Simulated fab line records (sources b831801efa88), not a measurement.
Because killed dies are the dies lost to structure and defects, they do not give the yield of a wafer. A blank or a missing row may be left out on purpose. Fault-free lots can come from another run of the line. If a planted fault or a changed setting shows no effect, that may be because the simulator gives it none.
A single fault, viewed from 2 desks    flow gf180mcu    what lay behind the numbers comes last; until then each desk has only its own

== TOOL OWNER'S DESK, rie_metal-03 ==
The tool's own readings at GF_TOP_METAL_METAL_ETCH_16 (etches the open film in Cl2/BCl3, stops on SiO2, target depth 1197 nm, time 199.5 s): means of the sampled wafers that have a number, for each lot that ran on this tool. Marked OUT: a lot whose mean sits more than 4 standard deviations from the usual mean, which makes it out of limits; the brackets give that distance.
Columns: A = drypump_motor_current_A at GF_TOP_METAL_METAL_ETCH_16, usual 5.9 A; B = oes_product_au at GF_TOP_METAL_METAL_ETCH_16, usual 0.991 a.u.; C = run_length_s at GF_TOP_METAL_METAL_ETCH_16, usual 228.1 s; D = throttle_valve_pct at GF_TOP_METAL_METAL_ETCH_16, usual 28.231 %
lot   first seen here  A    B      C                 D
L923  day 29 21:02     6.1  0.993  228.7             28.226
L932  day 32 18:48     6.1  0.994  224.8 (-8.1) OUT  28.232
L934  day 32 21:30     6.1  0.998  223.2 (-12) OUT   28.209
This desk's verdict: out of limits on L932, L934, starting with L932 at day 32 18:48 (run_length_s at GF_TOP_METAL_METAL_ETCH_16). L923: within limits.

== METROLOGY DESK ==
What the gauges read for every lot (on any tool): the sampled wafers with a number, averaged. Marked OUT: a lot whose mean sits more than 4 standard deviations from the usual mean, which makes it out of limits; the brackets give that distance.
Columns: A = TOP_METAL_ALCU_RS at GF_TOP_METAL_RS_MEAS_05, usual 0.0327 ohm/sq; B = TOP_METAL_ALCU_THK at GF_TOP_METAL_THK_MEAS_06, usual 901 nm; C = cd_nm at GF_TOP_METAL_CD_MEAS_14, usual 439.4 nm; D = TOP_METAL_OVL at GF_TOP_METAL_OVL_MEAS_15, usual 0.0 nm
lot   first seen here  A       B    C      D
L921  day 28 08:33     0.0328  898  439.3  -0.1
L923  day 29 02:05     0.0327  898  441.0  0.3
L929  day 31 06:38     0.0326  905  435.3  -0.8
L932  day 32 02:22     0.0323  913  437.7  0.8
L934  day 32 04:31     0.0330  894  440.6  2.2
L935  day 32 06:08     0.0325  910  438.5  -1.0
Result from this desk: across the 6 lots, nothing is out of limits.

== TAKEN TOGETHER ==
An alarm could have come from the tool owner's desk at day 32 18:48, on L932, L934.
The metrology desk saw nothing out of limits.
The metrology desk has L932, L934 on record, within its limits.
GF_TOP_METAL_METAL_ETCH_16 was run on rie_metal-03 by each of the lots named.

== WHAT THE SIMULATOR HAD INSERTED ==
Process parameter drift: rie_metal-03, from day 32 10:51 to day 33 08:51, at GF_TOP_METAL_METAL_ETCH_16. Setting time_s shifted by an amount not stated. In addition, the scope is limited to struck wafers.
Lots struck among those shown: L932, L934.
Time in hours from fault onset to the first out-of-limits reading at each desk: the tool owner's desk, 8.
